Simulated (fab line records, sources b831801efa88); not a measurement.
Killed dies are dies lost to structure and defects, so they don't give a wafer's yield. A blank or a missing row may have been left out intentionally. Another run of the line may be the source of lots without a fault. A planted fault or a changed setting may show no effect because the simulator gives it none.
Struck lot and sound lot, side by side :: flow sky130 :: 21 steps out of a route of 708
Sound: the wafers L888.3, L888.5, L888.6. Struck: wafers L902.1, L902.4, L902.5. At the end, the cause is stated.
Order at every step that has rows: each side's tool, ch and its chambers, its first start. Under that, the readings that differ: sound wafers :: struck wafers :: difference of the means :: sigmas: that difference in standard deviations of wafers without a fault.
alike: readings whose means differ by less than 2 such deviations, and words and numbers that are the same on both sides. not compared: withheld readings, readings that some wafer has no value for, bounds like >300 that may hide the same value, and numbers for which the record gives no deviation and whose values overlap.
The two part at a step that has a row with sigmas, a row that says differs or no value, or rows on one side only. Numbers that don't overlap but have no deviation are shown without sigmas and don't part them. A reading missing from all wafers of one side parts the sides only when that side holds two or more wafers.

SKY_SD_N_RS_MEAS_17: a four-point-probe measurement.
  sound: filmMetro-01 at day 27 09:38; struck: filmMetro-01 at day 33 20:57
  alike: SD_P_RS
SKY_SD_N_RS_MEAS_18: a four-point-probe measurement.
  sound: filmMetro-01 at day 27 09:45; struck: filmMetro-01 at day 33 21:04
  alike: RES_XHIGH_RS
then, 2 steps without rows for these wafers: SKY_SALICIDE_CLEAN_00 (cleans in HF-last, time 30 s); SKY_LI_CONTACT_HDPCVD_00 (deposits PSG, target thk 930 nm, time 155 s).
SKY_LI_CONTACT_THK_MEAS_01:
  sound: filmMetro-03 at day 27 09:58; struck: filmMetro-01 at day 33 21:19
  alike: LI_CONTACT_HDPCVD_THK
SKY_LI_CONTACT_CMP_02: polishes PSG.
  sound on cmp-01 ch 0,1,2, day 27 10:10; struck on cmp-02 ch 0,3, day 33 21:22
  alike: edgeZonePressureFrac, motorCurrentA, timeToEndpointS
SKY_LI_CONTACT_BOW_MEAS_03:
  sound: filmMetro-02 at day 27 10:21; struck: filmMetro-01 at day 33 21:40
  alike: LI_CONTACT_BOW
then, 5 steps without rows for these wafers: SKY_LI_CONTACT_DEHYDRATE_04 (time 60 s); SKY_LI_CONTACT_HMDS_05 (prime time 60 s); SKY_LI_CONTACT_COAT_06 (resist thk 60 nm); SKY_LI_CONTACT_COAT_07 (resist thk 450 nm); SKY_LI_CONTACT_SOFTBAKE_08 (time 90 s).
SKY_LI_CONTACT_EXPOSE_09: exposes mask LICM1, target cd 170 nm.
  sound on krfScanner-02 ch 0, day 28 01:12; struck on krfScanner-02 ch 0, day 34 11:14
reading: mask
sound: LICM1#0 LICM1#0 LICM1#0
struck: LICM1_R1#0 LICM1_R1#0 LICM1_R1#0
difference: differs
sigmas: 
following that, these wafers have no rows for 1 step: SKY_LI_CONTACT_PEB_10.
SKY_LI_CONTACT_DEVELOP_11: develop time 60 s.
  sound: lithoTrack-04 ch 0; struck: lithoTrack-02 ch 0
reading: resistLineTempC (C)
sound: 23.07 23.29 22.87
struck: 22.74 22.87 22.71
difference: -0.30
sigmas: -3

reading: model.LI_CONTACT.cdNm (nm)
sound: 171.9 172.4 170.3
struck: 136.3 136.4 136.9
difference: -35.0
sigmas: 
  alike: developerTempC
SKY_LI_CONTACT_CD_MEAS_12: target cd 170 nm.
  sound: cdSem-01 at day 28 15:11; struck: cdSem-01 at day 35 01:02
reading: cdNm (nm)
sound: 172.0 172.3 170.6
struck: 136.5 136.2 136.7
difference: -35.2
sigmas: -25
  not compared: hold
SKY_LI_CONTACT_OVL_MEAS_13:
  sound: overlay-01 at day 28 15:16; struck: overlay-02 at day 35 02:05
reading: hold
sound: - - -
struck: awaitDispo/0.9h/release awaitDispo/0.9h/release awaitDispo/0.9h/release
difference: no value on the sound wafers
sigmas: 
  alike: LI_CONTACT_OVL
SKY_LI_CONTACT_ETCH_14: etches BARC in N2/H2, stops on SiO2, time 45.9 s, target depth 60 nm.
  sound on rieDiel-02 ch 0,1,3, day 28 15:18; struck on rieDiel-01 ch 0,3, day 35 02:08
  alike: drypumpMotorCurrentA, oesProductAu, throttleValvePct
  not compared: rfHoursCounterH
SKY_LI_CONTACT_ETCH_15: etches PSG in C4F8/O2/Ar, stops on Si, target depth 600 nm.
  sound on rieDiel-02 ch 0,1,3, day 28 15:20; struck on rieDiel-01 ch 0,3, day 35 02:10
reading: model.LI_CONTACT.cdNm (nm)
sound: 170.4 173.1 168.9
struck: 135.5 135.3 135.9
difference: -35.2
sigmas: 
  alike: oesProductAu
SKY_LI_CONTACT_STRIP_16: strips in O2/N2.
  sound on plasmaAsher-02 ch 0,1, day 28 15:28; struck on plasmaAsher-02 ch 0,1, day 35 02:16
reading: stripTimeToEndpointS (s)
sound: 3.47 3.50 3.40
struck: 3.54 3.52 3.53
difference: +0.07
sigmas: +2
  alike: drypumpMotorCurrentA, oesProductAu
  not compared: rfHoursCounterH
-- the record jumps here: 15 days lie between the struck wafers' starts before and after (it left off in module LI_CONTACT and takes up again in module PAD_OPEN, whose first step shown is number 708 of the route) --
SKY_PAD_OPEN_PROBE_99:
  sound: prober-02 at day 45 04:46; struck: prober-01 at day 50 00:37
reading: hold
sound: - - -
struck: awaitDispo/8.8h/release awaitDispo/8.8h/release awaitDispo/8.8h/release
difference: no value on the sound wafers
sigmas: 

reading: killedAtContacts
sound: 25 31 34
struck: 365 377 340
difference: +331
sigmas: +64

reading: killedDies
sound: 89 92 101
struck: 404 422 398
difference: +314
sigmas: +34

reading: killedOnRim
sound: 16 20 25
struck: 96 94 91
difference: +73
sigmas: +19
  alike: killed_at_M0_to_M3, killed_at_M4_up, killedAtFrontEnd, killedAtOther, killedOpen, killedShort

== WHERE THEY PART ==
First at SKY_LI_CONTACT_EXPOSE_09; last, within this record, at SKY_PAD_OPEN_PROBE_99.

WHY: what the simulator had put in
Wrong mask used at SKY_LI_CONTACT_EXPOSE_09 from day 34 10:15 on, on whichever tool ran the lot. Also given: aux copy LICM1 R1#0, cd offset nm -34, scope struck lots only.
